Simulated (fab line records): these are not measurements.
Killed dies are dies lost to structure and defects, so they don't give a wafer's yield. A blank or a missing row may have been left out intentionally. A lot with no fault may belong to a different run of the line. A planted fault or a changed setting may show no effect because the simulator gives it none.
Matching of chambers / flow gf180mcu / cmp-01 running GF_V1_CMP_04: 4 sister chambers
The step polishes SiO2. 4 wafers are shown with their chamber, then 7 later ones without.

## EACH WAFER AND ITS CHAMBER
wafer=L529.5; chamber=1; motor_current_A (A)=10.9
wafer=L539.6; chamber=2; motor_current_A (A)=10.8
wafer=L542.2; chamber=0; motor_current_A (A)=12.7
wafer=L542.3; chamber=3; motor_current_A (A)=12.0

## WAFERS MISSING THEIR CHAMBER
wafer=L542.5; motor_current_A (A)=11.1
wafer=L544.3; motor_current_A (A)=11.1
wafer=L544.5; motor_current_A (A)=11.3
wafer=L544.6; motor_current_A (A)=11.5
wafer=L546.2; motor_current_A (A)=10.7
wafer=L546.3; motor_current_A (A)=12.1
wafer=L546.6; motor_current_A (A)=12.7

## WHICH CHAMBER EACH ONE RAN IN
wafer=L542.5; from the rows above=can't be placed: 1 or 2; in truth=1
wafer=L544.3; from the rows above=can't be placed: 1 or 2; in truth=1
wafer=L544.5; from the rows above=can't be placed: 1 or 2 or 3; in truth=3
wafer=L544.6; from the rows above=can't be placed: 3 or 1 or 2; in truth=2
wafer=L546.2; from the rows above=can't be placed: 2 or 1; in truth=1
wafer=L546.3; from the rows above=can't be placed: 3 or 0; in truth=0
wafer=L546.6; from the rows above=0; in truth=0
Placed correctly: 1 of 7. Not placeable from these rows: 6 (in 6, the candidates include the true chamber). Wrongly placed: 0.
How it was worked out, from the rows above alone: a wafer's distance from a chamber is the root of the sum, over the readings, of the square of ((its reading less the chamber's mean) divided by the reading's scatter). If the next closest chamber is less than 2 further off than the closest, the wafer can't be placed; otherwise it belongs to the closest. A chamber's mean is the mean of its shown wafers. The scatter: with one shown wafer a chamber, the root of the mean of the squares of how far each hidden wafer lies from its nearest shown one.
